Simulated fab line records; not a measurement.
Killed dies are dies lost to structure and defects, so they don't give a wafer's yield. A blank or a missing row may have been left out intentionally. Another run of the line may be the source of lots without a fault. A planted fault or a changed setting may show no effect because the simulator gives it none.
Which of the tools did it? :: flow sky130 :: 6 lots, 18 wafers sampled, at 2 steps of a route of 708

WHAT EACH GAUGE READ, for each wafer
SKY_LI_CONTACT_RS_MEAS_22: measurement is done with a four-point probe.
lot: L189
measured: day 30 10:11
on: film-metro-01
LI_CONTACT_W_RS (ohm/sq): 0.283 0.289 0.281

lot: L192
measured: day 31 05:33
on: film-metro-03
LI_CONTACT_W_RS (ohm/sq): 0.292 0.287 0.282

lot: L193
measured: day 31 14:53
on: film-metro-01
LI_CONTACT_W_RS (ohm/sq): 0.279 0.284 0.284

lot: L201
measured: day 33 19:49
on: film-metro-02
LI_CONTACT_W_RS (ohm/sq): 0.287 0.287 0.291

lot: L207
measured: day 36 08:22
on: film-metro-01
LI_CONTACT_W_RS (ohm/sq): 0.291 0.288 0.288

lot: L209
measured: day 36 15:49
on: film-metro-03
LI_CONTACT_W_RS (ohm/sq): 0.294 0.289 0.287

TOOL THAT RAN EACH LOT (tool first, then ch and the chambers of the sampled wafers, then the start)
lot: L189
SKY_LI_CONTACT_SPUTTER_20: pvd-sputter-04, day 30 10:01

lot: L192
SKY_LI_CONTACT_SPUTTER_20: pvd-sputter-01, day 31 05:21

lot: L193
SKY_LI_CONTACT_SPUTTER_20: pvd-sputter-01, day 31 14:40

lot: L201
SKY_LI_CONTACT_SPUTTER_20: pvd-sputter-01, day 33 19:37

lot: L207
SKY_LI_CONTACT_SPUTTER_20: pvd-sputter-01, day 36 08:10

lot: L209
SKY_LI_CONTACT_SPUTTER_20: pvd-sputter-03, day 36 15:37
- SKY_LI_CONTACT_SPUTTER_20: material TiN, target thk 20 nm, time 80 s.

THE ANSWER, worked out from the rows above alone
Rule: the lots themselves supply what counts as usual. The widest of any qualifying gaps counts: lots, ordered by their means at a reading, are off when they make up no more than a third of the lots, leave a main group of 4 or more, and stand apart from it by 3 or more times the standard deviation of that group's means. The tables above print the reading to a certain number of digits; a main group whose means all agree to those digits is not used. Also off: a lot with no number at a reading for which 4 or more lots have one. Where the step has rows for the other lots, those lots are counted as sound.
Across all readings shown, no lot is off: no conclusion can be drawn from this.

WHAT WAS PUT IN BY THE SIMULATOR
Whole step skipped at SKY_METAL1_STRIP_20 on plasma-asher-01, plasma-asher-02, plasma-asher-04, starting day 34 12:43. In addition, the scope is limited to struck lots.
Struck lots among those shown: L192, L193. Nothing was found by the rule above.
